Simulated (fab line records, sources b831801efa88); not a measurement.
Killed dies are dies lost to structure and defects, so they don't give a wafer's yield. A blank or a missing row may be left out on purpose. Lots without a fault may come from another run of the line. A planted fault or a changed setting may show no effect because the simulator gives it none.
A struck lot beside a sound one | flow sky130 | 14 steps out of a route of 708
Sound: wafers L207.1, L207.3, L207.5. Struck: wafers L209.2, L209.4, L209.6. The cause comes at the end.
At each step with rows: each side's tool, then ch and its chambers, then its first start. Under that, the readings that differ: sound wafers | struck wafers | difference of the means | sigmas: that difference in standard deviations of wafers without a fault.
alike: readings whose means differ by less than 2 such deviations, and words and numbers that are the same on both sides. not compared: withheld readings, readings that some wafer has no value for, bounds like >300 that may hide the same value, and numbers for which the record gives no deviation and whose values overlap.
The two part at a step that has a row with sigmas, a row that says differs or no value, or rows on one side only. Numbers that don't overlap but have no deviation are shown without sigmas and don't part them. A reading that every wafer of one side lacks parts them only if that side has two wafers or more.

first, 4 steps without rows for these wafers: SKY_VT_ADJUST_LVTN_SOFTBAKE_14 (time 60 s); SKY_VT_ADJUST_LVTN_EXPOSE_15 (exposes mask HVN STD DERIVED, target cd 600 nm); SKY_VT_ADJUST_LVTN_PEB_16; SKY_VT_ADJUST_LVTN_DEVELOP_17 (develop time 60 s).
SKY_VT_ADJUST_LVTN_OVL_MEAS_18:
  sound on overlay-01, day 14 15:34; struck on overlay-02, day 14 20:37
  alike: VT_ADJUST_LVTN_01_OVL
then, 1 step without rows for these wafers: SKY_VT_ADJUST_LVTN_IMPLANT_19.
SKY_VT_ADJUST_LVTN_STRIP_20: strips in O2/N2.
  sound on plasma_asher-01 ch 1, day 14 15:45; struck on plasma_asher-02 ch 1, day 14 20:48
  alike: drypump_motor_current_A, oes_product_au, strip_time_to_endpoint_s
  not compared: rf_hours_counter_h
SKY_VT_ADJUST_LVTN_TW_MEAS_21:
  sound on film_metro-02, day 14 15:51; struck on film_metro-01, day 14 20:55
  reading             | sound             | struck            | difference | sigmas
  VT_ADJUST_LVTN_2_TW | 188.5 187.8 189.1 | 182.6 183.4 182.5 | -5.6       | -3
then, 4 steps without rows for these wafers: SKY_VT_ADJUST_NCORE_DEHYDRATE_00 (time 60 s); SKY_VT_ADJUST_NCORE_HMDS_01 (prime time 60 s); SKY_VT_ADJUST_NCORE_COAT_02 (resist thk 1140 nm); SKY_VT_ADJUST_NCORE_SOFTBAKE_03 (time 60 s).
SKY_VT_ADJUST_NCORE_EXPOSE_04: exposes mask LVTN COMPLEMENT THIN, target cd 380 nm.
  sound on iline_stepper-02 ch 0, day 15 04:53; struck on iline_stepper-02, day 15 10:14
  no value came back on the struck wafers for exposure_dose_mJ_cm2, focus_offset_nm (nm); on the sound wafers exposure_dose_mJ_cm2 reads 139.07 139.23 139.14
  alike: mask
then, 1 step without rows for these wafers: SKY_VT_ADJUST_NCORE_PEB_05.

WHERE THEY PART
First at SKY_VT_ADJUST_LVTN_TW_MEAS_21; last, within this record, at SKY_VT_ADJUST_NCORE_EXPOSE_04.

WHY: what the simulator had put in
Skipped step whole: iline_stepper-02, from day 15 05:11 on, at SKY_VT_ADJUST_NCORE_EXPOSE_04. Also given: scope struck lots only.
